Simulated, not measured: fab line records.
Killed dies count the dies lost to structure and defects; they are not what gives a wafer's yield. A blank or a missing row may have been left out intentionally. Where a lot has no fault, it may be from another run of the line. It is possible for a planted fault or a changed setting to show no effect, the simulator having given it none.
The tool behind it: which one? -- flow sky130 -- 14 lots, 42 wafers sampled, at 6 steps of a route of 708

WHAT EACH GAUGE READ, for each wafer
SKY_POLY_GATE_THK_MEAS_01. Usual: for POLY_GATE_CVD_00_THK the level is 180.5 nm and the standard deviation is 1.1.
lot,measured,on,POLY_GATE_CVD_00_THK (nm),flag
L803,day 14 02:53,film-metro-04,180.8 179.8 179.7,
L804,day 14 04:34,film-metro-04,179.4 180.3 179.4,
L805,day 14 14:19,film-metro-02,179.6 181.5 181.4,
L807,day 15 03:29,film-metro-01,181.7 182.2 180.1,
L808,day 15 15:58,film-metro-04,181.6 183.3 182.7,
L809,day 16 01:40,film-metro-04,178.7 180.8 180.0,
L810,day 16 07:36,film-metro-02,230.8 231.1 230.5 230.6 231.0 230.5,OFF
L812,day 17 04:59,film-metro-02,231.0 230.6 230.1 230.7 230.9 230.0,OFF
L821,day 20 09:56,film-metro-02,181.4 180.8 181.3,
L820,day 20 16:09,film-metro-04,179.1 179.4 179.4,
L823,day 20 22:22,film-metro-01,180.2 181.3 182.1,
L824,day 21 10:40,film-metro-04,181.3 181.4 180.5,
L825,day 21 17:46,film-metro-01,179.3 179.4 179.2,
L826,day 22 03:01,film-metro-02,181.7 181.9 181.9,

SKY_CONTACT_CD_MEAS_14: the cd target is 170 nm. Usual: cd-nm at 170.0 nm, with a standard deviation of 1.3.
lot,measured,on,cd-nm (nm),flag
L803,day 31 13:41,cd-sem-02,171.5 171.9 170.5,
L804,day 31 20:16,cd-sem-02,168.8 167.2 168.4,
L805,day 32 00:43,cd-sem-01,170.6 168.4 168.8,
L807,day 33 00:44,cd-sem-02,171.3 171.1 172.0,
L808,day 33 04:02,cd-sem-02,169.0 168.4 168.3,
L809,day 33 18:59,cd-sem-02,172.0 170.9 171.5,
L821,day 37 10:53,cd-sem-01,169.4 169.1 168.8,
L820,day 37 14:57,cd-sem-02,172.7 172.6 172.2,
L823,day 37 19:47,cd-sem-02,171.1 171.2 170.0,
L824,day 38 06:56,cd-sem-01,169.2 169.8 170.3,
L825,day 38 12:47,cd-sem-02,171.1 170.2 169.6,
L826,day 38 19:55,cd-sem-02,170.4 169.8 168.7,

SKY_METAL1_RS_MEAS_05: a four-point-probe measurement. Usual: for METAL1_ALCU_RS the level is 0.1268 ohm/sq and the standard deviation is 0.0013.
lot,measured,on,METAL1_ALCU_RS (ohm/sq),flag
L803,day 31 15:24,film-metro-03,0.1274 0.1271 0.1270,
L804,day 31 21:58,film-metro-03,0.1275 0.1268 0.1269,
L805,day 32 02:23,film-metro-03,0.1273 0.1286 0.1286,
L807,day 33 02:25,film-metro-03,0.1277 0.1273 0.1296,
L808,day 33 05:43,film-metro-03,0.1249 0.1255 0.1253,
L809,day 33 20:40,film-metro-04,0.1266 0.1269 0.1276,
L821,day 37 12:33,film-metro-03,0.1274 0.1280 0.1263,
L820,day 37 16:43,film-metro-04,0.1277 0.1262 0.1266,
L823,day 37 21:50,film-metro-02,0.1261 0.1253 0.1256,
L824,day 38 08:37,film-metro-03,0.1247 0.1245 0.1241,
L825,day 38 14:29,film-metro-03,0.1278 0.1266 0.1274,
L826,day 38 21:36,film-metro-03,0.1267 0.1280 0.1271,

EACH LOT AND THE TOOL THAT RAN IT (in order: tool; ch and the chambers of the sampled wafers; start)
lot,SKY_POLY_GATE_CVD_00,SKY_POLY_GATE_ETCH_17,SKY_CONTACT_ETCH_18
L803,"lpcvd-01 ch 0, day 14 01:40","rie-si-02 ch 2,3, day 16 11:02","rie-diel-03 ch 0,3, day 31 15:24 or earlier"
L804,"lpcvd-01 ch 0, day 14 03:21","rie-si-02 ch 0,1,3, day 16 14:34","rie-diel-04 ch 0,1,2, day 31 21:58 or earlier"
L805,"lpcvd-01 ch 0, day 14 13:06","rie-si-01 ch 2,3, day 17 00:47","rie-diel-02 ch 0,1,2, day 32 02:23 or earlier"
L807,"lpcvd-01 ch 0, day 15 02:17","rie-si-02 ch 1,2,3, day 17 22:56","rie-diel-02 ch 0,1,2, day 33 02:25 or earlier"
L808,"lpcvd-01 ch 1, day 15 14:46","rie-si-01 ch 2,3, day 18 03:31","rie-diel-03 ch 0,1,2, day 33 05:43 or earlier"
L809,"lpcvd-01 ch 0, day 15 23:52","rie-si-01 ch 0,2,3, day 18 13:08","rie-diel-02 ch 0,1,3, day 33 20:40 or earlier"
L810,"lpcvd-01 ch 0, day 16 05:48","rie-si-01 ch 1,2,3, day 18 18:59",-
L812,"lpcvd-01 ch 0, day 17 03:47","rie-si-01 ch 0,1, day 19 20:50",-
L821,"lpcvd-01 ch 1, day 20 08:43","rie-si-02 ch 0,1,3, day 23 01:23","rie-diel-02 ch 1,2, day 37 12:33 or earlier"
L820,"lpcvd-01 ch 0, day 20 14:19","rie-si-01 ch 1,2,3, day 23 06:34","rie-diel-02 ch 0,1,2, day 37 16:43 or earlier"
L823,"lpcvd-01 ch 0, day 20 21:10","rie-si-01 ch 0,2, day 23 13:38","rie-diel-02 ch 1,3, day 37 21:50 or earlier"
L824,"lpcvd-01 ch 0, day 21 09:28","rie-si-02 ch 0,2,3, day 24 00:01","rie-diel-03 ch 0,2,3, day 38 08:37 or earlier"
L825,"lpcvd-01 ch 1, day 21 16:32","rie-si-01 ch 1,2,3, day 24 07:13","rie-diel-04 ch 1,3, day 38 14:29 or earlier"
L826,"lpcvd-01 ch 1, day 22 01:49","rie-si-02 ch 0,2, day 24 16:08","rie-diel-03 ch 1,2,3, day 38 21:36 or earlier"
- SKY_POLY_GATE_CVD_00: deposits poly-Si, target thk 180 nm, time 720 s.
- SKY_POLY_GATE_ETCH_17: etches poly-Si in HBr/Cl2, stops on SiO2, target depth 180 nm, time 70.5 s.
- SKY_CONTACT_ETCH_18: etches Si3N4 in CHF3/O2, stops on TiN, time 39 s, target depth 75 nm.

AS READ BY THE TOOLS THEMSELVES (means over the sampled wafers that have a number; for cases with no such wafer, the mark the record gives instead)
SKY_POLY_GATE_CVD_00. Usual: pressure-mtorr at 200.0 mTorr, with a standard deviation of 0.46.
lot,tool,pressure-mtorr (mTorr),flag
L803,lpcvd-01,200.5,
L804,lpcvd-01,200.1,
L805,lpcvd-01,199.8,
L807,lpcvd-01,200.3,
L808,lpcvd-01,199.6,
L809,lpcvd-01,199.5,
L810,lpcvd-01,200.1,
L812,lpcvd-01,199.7,
L821,lpcvd-01,200.0,
L820,lpcvd-01,200.1,
L823,lpcvd-01,199.5,
L824,lpcvd-01,200.9,
L825,lpcvd-01,199.9,
L826,lpcvd-01,199.7,

SKY_POLY_GATE_ETCH_17. Usual: chamber-pressure-mTorr 10.000 mTorr, standard deviation 0.0085; drypump-motor-current-A 5.7 A, standard deviation 0.39; oes-product-au 0.989 a.u., standard deviation 0.0059; throttle-valve-pct 33.685 %, standard deviation 0.0086.
lot,tool,chamber-pressure-mTorr (mTorr),drypump-motor-current-A (A),oes-product-au (a.u.),throttle-valve-pct (%),flag
L803,rie-si-02,9.999,5.6,0.984,33.692,
L804,rie-si-02,10.004,5.4,0.989,33.678,
L805,rie-si-01,10.005,5.4,0.987,33.684,
L807,rie-si-02,9.997,5.6,0.988,33.685,
L808,rie-si-01,9.998,5.4,0.991,33.687,
L809,rie-si-01,9.991,5.6,0.991,33.695,
L810,rie-si-01,10.004,5.7,1.002,33.682,
L812,rie-si-01,9.990,6.0,1.011,33.684,OFF
L821,rie-si-02,10.002,5.3,0.990,33.682,
L820,rie-si-01,9.994,5.6,0.983,33.682,
L823,rie-si-01,10.007,5.8,0.991,33.686,
L824,rie-si-02,9.995,5.7,0.989,33.677,
L825,rie-si-01,9.997,5.7,0.987,33.683,
L826,rie-si-02,10.002,6.1,0.987,33.684,

SKY_CONTACT_ETCH_18. Usual: chamber-pressure-mTorr 40.00 mTorr, standard deviation 0.036; drypump-motor-current-A 5.9 A, standard deviation 0.38; oes-product-au 0.855 a.u., standard deviation 0.0067; throttle-valve-pct 8.792 %, standard deviation 0.009.
lot,tool,chamber-pressure-mTorr (mTorr),drypump-motor-current-A (A),oes-product-au (a.u.),throttle-valve-pct (%),flag
L803,rie-diel-03,40.00,5.8,0.853,8.805,
L804,rie-diel-04,39.96,6.3,0.856,8.794,
L805,rie-diel-02,39.99,6.0,0.853,8.786,
L807,rie-diel-02,39.99,6.0,0.858,8.793,
L808,rie-diel-03,40.00,5.9,0.858,8.787,
L809,rie-diel-02,39.96,5.7,0.859,8.789,
L821,rie-diel-02,39.99,5.9,0.854,8.790,
L820,rie-diel-02,40.04,6.0,0.860,8.793,
L823,rie-diel-02,40.03,5.4,0.865,8.799,
L824,rie-diel-03,40.01,5.7,0.858,8.788,
L825,rie-diel-04,39.98,5.7,0.861,8.795,
L826,rie-diel-03,40.00,5.9,0.851,8.787,

THE ANSWER, worked out from the rows above alone
Rule: a lot is off if the mean of its wafers that have a number lies more than 3 standard deviations from the usual mean. A lot without any number at a reading at which 4 lots or more have one is off too. The other lots that the step has rows for count as sound. Order of review: gauges by route order, followed by the tools' own readings, for which a lot's mean as printed above is used. The first step at which some lot is off is used, and at that step the reading that is off furthest; a lot without a number counts as furthest.
Off: at SKY_POLY_GATE_THK_MEAS_01 (POLY_GATE_CVD_00_THK), L810, L812.
A tool fits if, at a process step before that reading, it ran every lot that is off, and no sound lot after the first of them. Gauges at SKY_POLY_GATE_THK_MEAS_01: tried the same way as those tools. None of those tried fits.

WHAT THE SIMULATOR HAD PUT IN
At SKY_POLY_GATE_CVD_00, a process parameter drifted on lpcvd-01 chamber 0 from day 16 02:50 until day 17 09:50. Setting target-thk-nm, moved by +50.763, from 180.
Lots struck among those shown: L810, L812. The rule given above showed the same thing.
